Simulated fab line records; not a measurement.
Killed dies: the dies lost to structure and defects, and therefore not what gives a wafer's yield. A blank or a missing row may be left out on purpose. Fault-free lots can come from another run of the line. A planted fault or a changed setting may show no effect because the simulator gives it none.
fab line records ; flow gf180mcu
[record] lots = 6; wafers = 18; lastDay = 34
route steps=602 shown HV_LDD@225 NSD@235 PSD@248
lots that met no fault: taken from a fault-free run of the same line
startH: the number of hours between the record's first day and the start of the first shown wafer of the lot ; waitH: hours since the lot's step before ; " the same as in the row above ; L1.1+2: several wafers, shown together as one row ; - no value present, or no start provided ; * or withheld: withheld ; < > ~ a bound
route shown NAME@n: a module of which the file shows steps, and the number in the route of the first ; usual: mean and standard deviation over wafers with no fault ; same: alike in all rows ; chamber/n: place in a boat ; sites: each site's reading ; _std_site: the standard deviation of these ; _edge_site: the outer-site mean with the inner-site mean subtracted ; radiusMm: how far each site lies from the wafer's centre ; mask NAME#n: copy n ; behind: the most recent tool/chamber to have shaped the wafer ; hold: what put the lot on hold/how long, in hours/how the hold closed ; device: whichever transistor did not switch (one of n, p or np) ; end of line: the route-end tests of the same wafers ; a step without rows: its recipe alone ; killed: count of dies lost to structure and defects at first sort (not the wafer's yield) ; map: the dies of a wafer, with x for killed, . for not killed, _ for no die there
set.NAME: the setting that was run; set.NAME@STEP: the one run at that earlier step ; model.NAME: the simulator's own value behind a step, which no gauge read
certain route steps with their lots: each step a table, each wafer a row
services: a tool's chamber out of use, with start hour (startH, from the record's first day; less than 0 if before it), hours out, and reason
[[steps]]
[step GF_HV_LDD_STRIP_49]
[recipe] chemistry = O2/N2; powerW = 1400; pressureMtorr = 1500; platenTempC = 250; o2FlowSccm = 3000; n2FlowSccm = 300; overashFraction = 0.5
[usual] drypumpMotorCurrentA = 5.7/0.62; heaterPowerW = 341/27; oesProductAu = 0.716/0.0046; stripTimeToEndpointS = 12.63/0.037
lot.wafer;tool;chamber;startH;waitH;drypumpMotorCurrentA;heaterPowerW;oesProductAu;rfHoursCounterH;stripTimeToEndpointS
L646.1;plasmaAsher-03;1;271.10;0.1;4.8;294;0.715;16;12.64
L646.4;plasmaAsher-03;0;271.10;0.1;6.1;367;0.721;-;12.63
L646.6;plasmaAsher-03;1;271.10;0.1;4.8;296;0.724;-;12.64
L652.1;plasmaAsher-01;0;316.88;0.1;5.3;327;0.723;68;12.59
L652.2;plasmaAsher-01;1;316.88;0.1;6.6;373;0.717;68;12.58
L652.5;plasmaAsher-01;1;316.88;0.1;6.6;373;0.717;-;12.60
L660.1;plasmaAsher-02;1;388.08;0.1;5.2;325;0.720;70;12.70
L660.3;plasmaAsher-02;1;388.08;0.1;5.2;328;0.708;-;12.65
L660.6;plasmaAsher-02;0;388.08;0.1;5.9;352;0.714;-;12.67
L661.1;plasmaAsher-03;1;392.98;0.1;4.8;297;0.717;29;12.69
L661.4;plasmaAsher-03;1;392.98;0.1;4.8;304;0.711;-;12.68
L661.6;plasmaAsher-03;1;392.98;0.1;4.8;300;0.716;-;12.65
L663.1;plasmaAsher-02;0;414.60;0.1;6.0;342;0.717;73;12.68
L663.4;plasmaAsher-02;1;414.60;0.1;5.2;337;0.709;-;12.67
L663.5;plasmaAsher-02;0;414.60;0.1;6.0;348;0.719;-;12.68
L669.1;plasmaAsher-01;0;459.15;0.1;5.3;334;0.723;3;12.66
L669.2;plasmaAsher-01;1;459.15;0.1;6.6;378;0.710;3;12.66
L669.3;plasmaAsher-01;0;459.15;0.1;5.3;327;0.707;-;12.69
[step GF_HV_LDD_TW_MEAS_50]
[usual] HV_LDD_4_TW = 575/12
lot.wafer;tool;chamber;startH;waitH;HV_LDD_4_TW
L646.1;filmMetro-04;-;271.20;0.1;587
L646.4;filmMetro-04;-;271.20;0.1;584
L646.6;filmMetro-04;-;271.20;0.1;585
L652.1;filmMetro-03;-;316.98;0.1;573
L652.2;filmMetro-03;-;316.98;0.1;567
L652.5;filmMetro-03;-;316.98;0.1;569
L660.1;filmMetro-04;-;388.20;0.1;587
L660.3;filmMetro-04;-;388.20;0.1;588
L660.6;filmMetro-04;-;388.20;0.1;585
L661.1;filmMetro-04;-;393.08;0.1;587
L661.4;filmMetro-04;-;393.08;0.1;585
L661.6;filmMetro-04;-;393.08;0.1;585
L663.1;filmMetro-04;-;414.70;0.1;590
L663.4;filmMetro-04;-;414.70;0.1;586
L663.5;filmMetro-04;-;414.70;0.1;588
L669.1;filmMetro-03;-;459.25;0.1;570
L669.2;filmMetro-03;-;459.25;0.1;569
L669.3;filmMetro-03;-;459.25;0.1;571
[step GF_HV_LDD_CLEAN_51]
[recipe] chemistry = SC1/SC2; mix = 1:4:20; tempC = 70; timeS = 150; dry = n2Spin
[step GF_HV_LDD_RTA_52]
[recipe] tempC = 1000; timeS = 10; ambient = N2
[usual] lampPowerPct = 32.0/1.5; wafer_temp_C_max = 1005.4/1.4
lot.wafer;tool;chamber;startH;waitH;lampPowerPct;wafer_temp_C_max
L646.1;rtpAnneal-02;0;271.31;0.0;33.8;1004.7
L646.4;rtpAnneal-02;0;271.31;0.0;33.7;1004.0
L646.6;rtpAnneal-02;0;271.31;0.0;33.7;1003.1
L652.1;rtpAnneal-01;0;317.09;0.0;30.6;1006.2
L652.2;rtpAnneal-01;0;317.09;0.0;30.6;1007.7
L652.5;rtpAnneal-01;0;317.09;0.0;30.6;1008.0
L660.1;rtpAnneal-02;0;388.31;0.0;33.7;1004.6
L660.3;rtpAnneal-02;0;388.31;0.0;33.8;1003.8
L660.6;rtpAnneal-02;0;388.31;0.0;33.7;1005.1
L661.1;rtpAnneal-01;0;393.19;0.0;30.6;1007.4
L661.4;rtpAnneal-01;0;393.19;0.0;30.7;1006.8
L661.6;rtpAnneal-01;0;393.19;0.0;30.6;1005.5
L663.1;rtpAnneal-02;0;414.81;0.0;33.7;1004.1
L663.4;rtpAnneal-02;0;414.81;0.0;33.7;1002.7
L663.5;rtpAnneal-02;0;414.81;0.0;33.7;1005.0
L669.1;rtpAnneal-01;0;459.36;0.0;30.6;1005.3
L669.2;rtpAnneal-01;0;459.36;0.0;30.6;1008.3
L669.3;rtpAnneal-01;0;459.36;0.0;30.7;1007.3
[step GF_HV_LDD_RS_MEAS_53]
[recipe] thkMeasGauge = four-point-probe
[usual] HV_LDD_RS = 418.2/1.1
lot.wafer;tool;chamber;startH;waitH;HV_LDD_RS[ohm/sq]
L646.1;filmMetro-01;-;271.38;0.1;417.1
L646.4;filmMetro-01;-;271.38;0.1;417.3
L646.6;filmMetro-01;-;271.38;0.1;416.5
L652.1;filmMetro-01;-;317.15;0.1;417.7
L652.2;filmMetro-01;-;317.15;0.1;416.8
L652.5;filmMetro-01;-;317.15;0.1;418.2
L660.1;filmMetro-04;-;388.38;0.1;419.7
L660.3;filmMetro-04;-;388.38;0.1;418.2
L660.6;filmMetro-04;-;388.38;0.1;419.5
L661.1;filmMetro-03;-;393.25;0.1;418.9
L661.4;filmMetro-03;-;393.25;0.1;420.3
L661.6;filmMetro-03;-;393.25;0.1;418.5
L663.1;filmMetro-01;-;414.88;0.1;418.4
L663.4;filmMetro-01;-;414.88;0.1;418.0
L663.5;filmMetro-01;-;414.88;0.1;418.4
L669.1;filmMetro-04;-;459.43;0.1;419.4
L669.2;filmMetro-04;-;459.43;0.1;418.8
L669.3;filmMetro-04;-;459.43;0.1;418.7
[step GF_HV_LDD_CVD_54]
[recipe] material = SiO2; targetThkNm = 10; precursor = TEOS; tempC = 680; timeS = 75; pressureMtorr = 400
[step GF_HV_LDD_THK_MEAS_55]
[recipe] reads = SiO2_of_HV_LDD_CVD_54
[usual] HV_LDD_CVD_54_THK = 9.99/0.13
lot.wafer;tool;chamber;startH;waitH;HV_LDD_CVD_54_THK[nm]
L646.1;filmMetro-01;-;272.52;0.0;9.88
L646.4;filmMetro-01;-;272.52;0.0;9.85
L646.6;filmMetro-01;-;272.52;0.0;9.84
L652.1;filmMetro-04;-;318.29;0.0;10.11
L652.2;filmMetro-04;-;318.29;0.0;10.16
L652.5;filmMetro-04;-;318.29;0.0;10.06
L660.1;filmMetro-04;-;390.74;0.0;10.11
L660.3;filmMetro-04;-;390.74;0.0;9.94
L660.6;filmMetro-04;-;390.74;0.0;9.96
L661.1;filmMetro-01;-;394.39;0.0;10.08
L661.4;filmMetro-01;-;394.39;0.0;10.07
L661.6;filmMetro-01;-;394.39;0.0;10.13
L663.1;filmMetro-03;-;416.02;0.0;9.96
L663.4;filmMetro-03;-;416.02;0.0;9.99
L663.5;filmMetro-03;-;416.02;0.0;9.90
L669.1;filmMetro-03;-;460.57;0.0;9.89
L669.2;filmMetro-03;-;460.57;0.0;10.00
L669.3;filmMetro-03;-;460.57;0.0;10.01
[step GF_HV_LDD_CVD_56]
[recipe] material = Si3N4; precursor = DCS/NH3; targetThkNm = 90; tempC = 770; timeS = 1543; pressureMtorr = 250
[step GF_HV_LDD_THK_MEAS_57]
[recipe] reads = Si3N4_of_HV_LDD_CVD_56
[usual] HV_LDD_CVD_56_THK = 89.9/0.94
lot.wafer;tool;chamber;startH;waitH;HV_LDD_CVD_56_THK[nm]
L646.1;filmMetro-04;-;274.01;0.0;88.0
L646.4;filmMetro-04;-;274.01;0.0;88.8
L646.6;filmMetro-04;-;274.01;0.0;88.3
L652.1;filmMetro-03;-;319.99;0.0;88.9
L652.2;filmMetro-03;-;319.99;0.0;88.7
L652.5;filmMetro-03;-;319.99;0.0;88.6
L660.1;filmMetro-01;-;392.23;0.0;88.9
L660.3;filmMetro-01;-;392.23;0.0;89.4
L660.6;filmMetro-01;-;392.23;0.0;89.4
L661.1;filmMetro-03;-;395.88;0.0;89.8
L661.4;filmMetro-03;-;395.88;0.0;89.5
L661.6;filmMetro-03;-;395.88;0.0;89.1
L663.1;filmMetro-03;-;417.51;0.0;89.5
L663.4;filmMetro-03;-;417.51;0.0;90.2
L663.5;filmMetro-03;-;417.51;0.0;89.9
L669.1;filmMetro-01;-;462.06;0.0;90.9
L669.2;filmMetro-01;-;462.06;0.0;91.0
L669.3;filmMetro-01;-;462.06;0.0;90.9
[step GF_HV_LDD_ETCHBACK_58]
[recipe] chemistry = CH3F/O2; target = Si3N4; stopOn = SiO2; sourceW = 400; biasW = 80; pressureMtorr = 25; ch3fFlowSccm = 40; O2_flow_sccm = 30; timeS = 100; targetDepthA = 900
[usual] drypumpMotorCurrentA = 6.0/0.35; oesProductAu = 0.842/0.0065; throttleValvePct = 10.562/0.0091
lot.wafer;tool;chamber;startH;waitH;drypumpMotorCurrentA;oesProductAu;rfHoursCounterH;throttleValvePct
L646.1;rieDiel-02;0;274.07;0.1;5.5;0.837;15;10.569
L646.4;rieDiel-02;3;274.07;0.1;6.0;0.832;3;10.571
L646.6;rieDiel-02;3;274.07;0.1;6.0;0.834;-;10.568
L652.1;rieDiel-01;3;320.05;0.1;5.7;0.838;126;10.559
L652.2;rieDiel-01;0;320.05;0.1;5.8;0.843;54;10.551
L652.5;rieDiel-01;1;320.05;0.1;6.7;0.834;-;10.565
L660.1;rieDiel-01;3;392.29;0.1;5.7;0.837;1;10.562
L660.3;rieDiel-01;2;392.29;0.1;6.2;0.837;6;10.553
L660.6;rieDiel-01;2;392.29;0.1;6.2;0.846;-;10.563
L661.1;rieDiel-03;0;395.94;0.1;5.5;0.844;6;10.554
L661.4;rieDiel-03;3;395.94;0.1;6.2;0.835;101;10.575
L661.6;rieDiel-03;2;395.94;0.1;6.1;0.838;-;10.562
L663.1;rieDiel-03;1;417.57;0.1;5.7;0.843;11;10.572
L663.4;rieDiel-03;3;417.57;0.1;6.2;0.850;102;10.573
L663.5;rieDiel-03;3;417.57;0.1;6.3;0.840;-;10.566
L669.1;rieDiel-01;3;462.12;0.1;5.7;0.843;3;10.573
L669.2;rieDiel-01;2;462.12;0.1;6.2;0.849;7;10.555
L669.3;rieDiel-01;1;462.12;0.1;6.7;0.848;10;10.541
[step GF_NSD_DEHYDRATE_00]
[recipe] tempC = 200; timeS = 60
[step GF_NSD_HMDS_01]
[recipe] primeTimeS = 60; primeTempC = 120
[step GF_NSD_COAT_02]
[recipe] resist = NOVOLAK; spinRpm = 3000; resistThkNm = 1000
[usual] chillPlateTempC = 23.02/0.096; dispensePressureKPa = 54.9/1.5; spinSpeedRpm = 2999.9/2.2
lot.wafer;tool;chamber;startH;waitH;chillPlateTempC;dispensePressureKPa;spinSpeedRpm
L646.1;lithoTrack-02;0;283.59;0.1;22.89;55.6;2997.4
L646.4;lithoTrack-02;0;283.59;0.1;22.88;55.6;2997.7
L646.6;lithoTrack-02;0;283.59;0.1;22.95;55.5;2997.8
L652.1;lithoTrack-02;0;330.49;0.1;23.04;55.5;2999.5
L652.2;lithoTrack-02;0;330.49;0.1;23.04;55.4;3000.6
L652.5;lithoTrack-02;0;330.49;0.1;22.95;55.5;3002.5
L660.1;lithoTrack-02;-;402.93;0.1;-;-;-
L660.3;lithoTrack-02;-;402.93;0.1;-;-;-
L660.6;lithoTrack-02;-;402.93;0.1;-;-;-
L661.1;lithoTrack-04;-;406.92;0.1;-;-;-
L661.4;lithoTrack-04;-;406.92;0.1;-;-;-
L661.6;lithoTrack-04;-;406.92;0.1;-;-;-
L663.1;lithoTrack-03;0;429.49;0.1;23.24;56.0;2997.8
L663.4;lithoTrack-03;0;429.49;0.1;23.07;56.0;2998.6
L663.5;lithoTrack-03;0;429.49;0.1;23.08;56.0;3002.1
L669.1;lithoTrack-02;0;473.58;0.1;22.84;55.6;2999.9
L669.2;lithoTrack-02;0;473.58;0.1;22.86;55.6;2999.8
L669.3;lithoTrack-02;0;473.58;0.1;22.86;55.6;3000.5
[step GF_NSD_SOFTBAKE_03]
[recipe] tempC = 90; timeS = 60; resist = NOVOLAK
[step GF_NSD_EXPOSE_04]
[recipe] maskId = Nplus; targetCdNm = 400; na = 0.6; sourceShape = conventional; sigmaOuter = 0.6; doseMj = 140
[step GF_NSD_PEB_05]
[recipe] tempC = withheld; timeS = *; resist = NOVOLAK
[step GF_NSD_DEVELOP_06]
[recipe] developTimeS = 60; devTempC = 23
[step GF_NSD_CD_MEAS_07]
[recipe] targetCdNm = 400
[usual] cdNm = 400.4/2.4
lot.wafer;tool;chamber;startH;waitH;cdNm
L646.1;cdSem-01;-;293.57;0.1;397.5
L646.4;cdSem-01;-;293.57;0.1;396.0
L646.6;cdSem-01;-;293.57;0.1;396.0
L652.1;cdSem-01;-;341.99;0.1;400.4
L652.2;cdSem-01;-;341.99;0.1;402.4
L652.5;cdSem-01;-;341.99;0.1;400.6
L660.1;cdSem-02;-;414.14;0.1;-
L660.3;cdSem-02;-;414.14;0.1;-
L660.6;cdSem-02;-;414.14;0.1;-
L661.1;cdSem-01;-;418.27;0.1;-
L661.4;cdSem-01;-;418.27;0.1;-
L661.6;cdSem-01;-;418.27;0.1;-
L663.1;cdSem-01;-;441.47;0.1;400.2
L663.4;cdSem-01;-;441.47;0.1;403.2
L663.5;cdSem-01;-;441.47;0.1;403.4
L669.1;cdSem-01;-;485.73;0.1;401.7
L669.2;cdSem-01;-;485.73;0.1;401.6
L669.3;cdSem-01;-;485.73;0.1;402.5
[step GF_NSD_OVL_MEAS_08]
[usual] NSD_OVL = -0.6/1.2
lot.wafer;tool;chamber;startH;waitH;NSD_OVL[nm]
L646.1;overlay-01;-;293.70;0.1;-2.4
L646.4;overlay-01;-;293.70;0.1;-0.9
L646.6;overlay-01;-;293.70;0.1;-2.2
L652.1;overlay-02;-;342.11;0.1;1.2
L652.2;overlay-02;-;342.11;0.1;1.3
L652.5;overlay-02;-;342.11;0.1;1.6
L660.1;overlay-01;-;414.26;0.1;-
L660.3;overlay-01;-;414.26;0.1;-
L660.6;overlay-01;-;414.26;0.1;-
L661.1;overlay-02;-;418.39;0.1;-
L661.4;overlay-02;-;418.39;0.1;-
L661.6;overlay-02;-;418.39;0.1;-
L663.1;overlay-02;-;441.59;0.1;0.1
L663.4;overlay-02;-;441.59;0.1;-1.8
L663.5;overlay-02;-;441.59;0.1;0.9
L669.1;overlay-01;-;485.85;0.1;-0.8
L669.2;overlay-01;-;485.85;0.1;-1.1
L669.3;overlay-01;-;485.85;0.1;0.2
[step GF_NSD_IMPLANT_09]
[recipe] species = As; energyKev = 60; doseCm2 = 4e+15; tiltDeg = 7
[step GF_NSD_IMPLANT_10]
[recipe] species = P; energyKev = 40; doseCm2 = 5e+14; tiltDeg = 7
[step GF_NSD_STRIP_11]
[recipe] chemistry = O2/N2; powerW = 1400; pressureMtorr = 1500; platenTempC = 250; o2FlowSccm = 3000; n2FlowSccm = 300; overashFraction = 0.5
[usual] drypumpMotorCurrentA = 5.7/0.61; heaterPowerW = 336/31; oesProductAu = 0.487/0.0041; stripTimeToEndpointS = 22.98/0.038
lot.wafer;tool;chamber;startH;waitH;drypumpMotorCurrentA;heaterPowerW;oesProductAu;rfHoursCounterH;stripTimeToEndpointS
L646.1;plasmaAsher-04;0;294.04;0.1;5.9;324;0.489;52;22.99
L646.4;plasmaAsher-04;1;294.04;0.1;6.1;346;0.484;-;22.99
L646.6;plasmaAsher-04;1;294.04;0.1;6.1;346;0.484;-;22.96
L652.1;plasmaAsher-03;1;342.44;0.1;4.8;297;0.487;24;22.93
L652.2;plasmaAsher-03;0;342.44;0.1;6.1;376;0.487;24;22.94
L652.5;plasmaAsher-03;1;342.44;0.1;4.8;300;0.486;-;22.94
L660.1;plasmaAsher-03;1;414.60;0.1;4.8;292;-;32;-
L660.3;plasmaAsher-03;0;414.60;0.1;6.1;372;-;-;-
L660.6;plasmaAsher-03;1;414.60;0.1;4.8;298;-;-;-
L661.1;plasmaAsher-03;1;418.73;0.1;4.8;302;-;32;-
L661.4;plasmaAsher-03;0;418.73;0.1;6.1;366;-;-;-
L661.6;plasmaAsher-03;1;418.73;0.1;4.8;296;-;-;-
L663.1;plasmaAsher-03;0;441.92;0.1;6.1;371;0.488;35;23.03
L663.4;plasmaAsher-03;1;441.92;0.1;4.8;294;0.487;-;23.06
L663.5;plasmaAsher-03;0;441.92;0.1;6.1;359;0.489;-;23.07
L669.1;plasmaAsher-03;0;486.19;0.1;6.1;382;0.487;40;22.93
L669.2;plasmaAsher-03;1;486.19;0.1;4.8;299;0.493;40;22.93
L669.3;plasmaAsher-03;0;486.19;0.1;6.2;374;0.483;-;22.92
[step GF_NSD_TW_MEAS_12]
[usual] NSD_TW = 4217/42
lot.wafer;tool;chamber;startH;waitH;NSD_TW
L646.1;filmMetro-03;-;294.14;0.1;4274
L646.4;filmMetro-03;-;294.14;0.1;4247
L646.6;filmMetro-03;-;294.14;0.1;4264
L652.1;filmMetro-03;-;342.54;0.1;4271
L652.2;filmMetro-03;-;342.54;0.1;4260
L652.5;filmMetro-03;-;342.54;0.1;4268
L660.1;filmMetro-03;-;414.70;0.1;4243
L660.3;filmMetro-03;-;414.70;0.1;4243
L660.6;filmMetro-03;-;414.70;0.1;4246
L661.1;filmMetro-02;-;418.83;0.1;4258
L661.4;filmMetro-02;-;418.83;0.1;4231
L661.6;filmMetro-02;-;418.83;0.1;4226
L663.1;filmMetro-01;-;442.02;0.1;4135
L663.4;filmMetro-01;-;442.02;0.1;4153
L663.5;filmMetro-01;-;442.02;0.1;4143
L669.1;filmMetro-01;-;486.29;0.1;4187
L669.2;filmMetro-01;-;486.29;0.1;4191
L669.3;filmMetro-01;-;486.29;0.1;4200
[step GF_PSD_DEHYDRATE_00]
[recipe] tempC = 200; timeS = 60
[step GF_PSD_HMDS_01]
[recipe] primeTimeS = 60; primeTempC = 120
[step GF_PSD_COAT_02]
[recipe] resist = NOVOLAK; spinRpm = 3000; resistThkNm = 1000
[step GF_PSD_SOFTBAKE_03]
[recipe] tempC = 90; timeS = 60; resist = NOVOLAK
[step GF_PSD_EXPOSE_04]
[recipe] maskId = Pplus; targetCdNm = 400; na = 0.6; sourceShape = conventional; sigmaOuter = 0.6; doseMj = 140
[step GF_PSD_PEB_05]
[recipe] tempC = withheld; timeS = *; resist = NOVOLAK
[step GF_PSD_DEVELOP_06]
[recipe] developTimeS = 60; devTempC = 23
[step GF_PSD_CD_MEAS_07]
[recipe] targetCdNm = 400
[usual] cdNm = 400.6/2.1
lot.wafer;tool;chamber;startH;waitH;cdNm
L646.1;cdSem-01;-;314.72;0.1;400.8
L646.4;cdSem-01;-;314.72;0.1;401.9
L646.6;cdSem-01;-;314.72;0.1;401.4
L652.1;cdSem-02;-;364.10;0.1;400.2
L652.2;cdSem-02;-;364.10;0.1;399.4
L652.5;cdSem-02;-;364.10;0.1;397.9
L660.1;cdSem-01;-;438.48;0.1;398.4
L660.3;cdSem-01;-;438.48;0.1;401.1
L660.6;cdSem-01;-;438.48;0.1;400.0
L661.1;cdSem-02;-;442.84;0.1;396.6
L661.4;cdSem-02;-;442.84;0.1;397.5
L661.6;cdSem-02;-;442.84;0.1;399.3
L663.1;cdSem-02;-;465.24;0.1;401.8
L663.4;cdSem-02;-;465.24;0.1;403.1
L663.5;cdSem-02;-;465.24;0.1;402.8
L669.1;cdSem-01;-;510.44;0.1;404.0
L669.2;cdSem-01;-;510.44;0.1;402.5
L669.3;cdSem-01;-;510.44;0.1;403.1
[step GF_PSD_OVL_MEAS_08]
[usual] PSD_OVL = 0.4/1.4
lot.wafer;tool;chamber;startH;waitH;PSD_OVL[nm]
L646.1;overlay-01;-;314.84;0.1;3.4
L646.4;overlay-01;-;314.84;0.1;2.2
L646.6;overlay-01;-;314.84;0.1;1.4
L652.1;overlay-02;-;364.22;0.1;-0.4
L652.2;overlay-02;-;364.22;0.1;1.4
L652.5;overlay-02;-;364.22;0.1;0.2
L660.1;overlay-01;-;438.60;0.1;2.2
L660.3;overlay-01;-;438.60;0.1;0.4
L660.6;overlay-01;-;438.60;0.1;-1.0
L661.1;overlay-02;-;442.96;0.1;-1.5
L661.4;overlay-02;-;442.96;0.1;-2.0
L661.6;overlay-02;-;442.96;0.1;-0.6
L663.1;overlay-01;-;465.36;0.1;1.2
L663.4;overlay-01;-;465.36;0.1;-0.3
L663.5;overlay-01;-;465.36;0.1;1.4
L669.1;overlay-01;-;510.56;0.1;3.8
L669.2;overlay-01;-;510.56;0.1;3.7
L669.3;overlay-01;-;510.56;0.1;4.1
[step GF_PSD_IMPLANT_09]
[recipe] species = BF2; energyKev = 40; doseCm2 = 1.5e+15; tiltDeg = 7
[step GF_PSD_STRIP_10]
[recipe] chemistry = O2/N2; powerW = 1400; pressureMtorr = 1500; platenTempC = 250; o2FlowSccm = 3000; n2FlowSccm = 300; overashFraction = 0.5
[usual] drypumpMotorCurrentA = 5.7/0.47; heaterPowerW = 333/22; oesProductAu = 0.592/0.0044; stripTimeToEndpointS = 16.53/0.039
lot.wafer;tool;chamber;startH;waitH;drypumpMotorCurrentA;heaterPowerW;oesProductAu;rfHoursCounterH;stripTimeToEndpointS
L646.1;plasmaAsher-03;0;315.03;0.1;6.1;374;0.591;21;16.56
L646.4;plasmaAsher-03;0;315.03;0.1;6.1;374;0.585;-;16.53
L646.6;plasmaAsher-03;1;315.03;0.1;4.8;289;0.598;-;16.54
L652.1;plasmaAsher-04;0;364.40;0.1;6.0;322;0.589;59;16.59
L652.2;plasmaAsher-04;1;364.40;0.1;6.1;348;0.587;59;16.57
L652.5;plasmaAsher-04;1;364.40;0.1;6.1;358;0.588;-;16.59
L660.1;plasmaAsher-02;1;438.79;0.1;5.2;325;0.587;75;16.55
L660.3;plasmaAsher-02;0;438.79;0.1;5.9;338;0.599;-;16.53
L660.6;plasmaAsher-02;0;438.79;0.1;6.0;342;0.591;-;16.53
L661.1;plasmaAsher-02;0;443.15;0.1;5.9;350;0.602;76;16.60
L661.4;plasmaAsher-02;0;443.15;0.1;5.9;336;0.588;-;16.60
L661.6;plasmaAsher-02;1;443.15;0.1;5.2;318;0.597;-;16.58
L663.1;plasmaAsher-02;0;465.55;0.1;5.9;338;0.589;78;16.51
L663.4;plasmaAsher-02;0;465.55;0.1;5.9;332;0.591;-;16.52
L663.5;plasmaAsher-02;0;465.55;0.1;5.9;343;0.587;-;16.56
L669.1;plasmaAsher-03;1;510.75;0.1;4.8;288;0.587;42;16.46
L669.2;plasmaAsher-03;0;510.75;0.1;6.1;368;0.596;42;16.46
L669.3;plasmaAsher-03;0;510.75;0.1;6.1;366;0.593;-;16.46
[step GF_PSD_TW_MEAS_11]
[usual] PSD_TW = 3149/25
lot.wafer;tool;chamber;startH;waitH;PSD_TW
L646.1;filmMetro-01;-;315.13;0.1;3134
L646.4;filmMetro-01;-;315.13;0.1;3125
L646.6;filmMetro-01;-;315.13;0.1;3123
L652.1;filmMetro-03;-;364.50;0.1;3184
L652.2;filmMetro-03;-;364.50;0.1;3210
L652.5;filmMetro-03;-;364.50;0.1;3176
L660.1;filmMetro-03;-;438.89;0.1;4254
L660.3;filmMetro-03;-;438.89;0.1;4241
L660.6;filmMetro-03;-;438.89;0.1;4255
L661.1;filmMetro-01;-;443.25;0.1;4207
L661.4;filmMetro-01;-;443.25;0.1;4165
L661.6;filmMetro-01;-;443.25;0.1;4180
L663.1;filmMetro-01;-;465.65;0.1;3145
L663.4;filmMetro-01;-;465.65;0.1;3148
L663.5;filmMetro-01;-;465.65;0.1;3135
L669.1;filmMetro-01;-;510.85;0.1;3126
L669.2;filmMetro-01;-;510.85;0.1;3117
L669.3;filmMetro-01;-;510.85;0.1;3108
[step GF_PSD_CLEAN_12]
[recipe] chemistry = SC1/SC2; mix = 1:4:20; tempC = 70; timeS = 150; dry = n2Spin
[[services]]
tool;chamber;startH;hours;kind
rieDiel-01;-;268.11;15.6;pm
rieDiel-02;2;268.76;4.7;repair
rieDiel-03;0;272.71;6.4;repair
rtpAnneal-02;-;273.93;5.5;pm
plasmaAsher-01;-;274.00;14.6;pm
rieDiel-02;3;293.28;10.5;repair
plasmaAsher-04;-;299.49;2.8;pm
rieDiel-01;3;323.63;-;clean
rieDiel-01;3;323.63;15.1;scheduledDown
rieDiel-01;3;323.63;15.1;ventCycle
plasmaAsher-02;-;326.38;0.4;repair
rieDiel-02;2;332.18;19.7;repair
rieDiel-01;0;350.46;10.9;repair
rieDiel-03;1;351.13;6.7;repair
plasmaAsher-02;-;374.90;7.9;repair
rieDiel-02;-;380.26;0.2;repair
rieDiel-01;3;387.15;4.3;repair
rieDiel-01;2;400.22;31.3;repair
plasmaAsher-01;-;421.25;9.0;pm
rtpAnneal-02;-;447.52;55.9;pm
rieDiel-02;1;472.76;2.5;repair
rieDiel-01;3;485.54;9.6;repair
plasmaAsher-04;-;492.97;3.2;repair
plasmaAsher-01;-;506.92;3.2;repair
[[key]]
[firstSign] step = GF_NSD_COAT_02; reading = toolRecord; direction = missing
[effect] step = GF_NSD_CD_MEAS_07; reading = cdNm; direction = missing
[effect] step = GF_NSD_OVL_MEAS_08; reading = NSD_OVL; direction = missing
[effect] step = GF_PSD_TW_MEAS_11; reading = PSD_TW; direction = up; sigmas = 43; usual = 3149; struck = 4217
metAt GF_NSD_COAT_02
struckWafers L660.1,L660.3,L660.6,L661.1,L661.4,L661.6
sortLeftOut L660.1,L660.3,L660.6,L661.1,L661.4,L661.6
testerLeftOut L660,L661
onsetBetween 330.49 402.93
[fault] kind = skippedStepWhole; tool = lithoTrack-02,lithoTrack-04; chamber = -; onsetH = 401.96; steps = GF_NSD_COAT_02; scope = struckLotsOnly
// testerLeftOut: of these lots the tester's yield and bins aren't shown, on N5 and GAA mostly nor the transistor test; their killed dies are dies lost to structure and defects alone, not to doping, threshold or leakage, so they don't give the yield
// sortLeftOut: the simulated sort isn't trusted on such a fault, so these wafers' sort isn't shown, and their yield isn't known
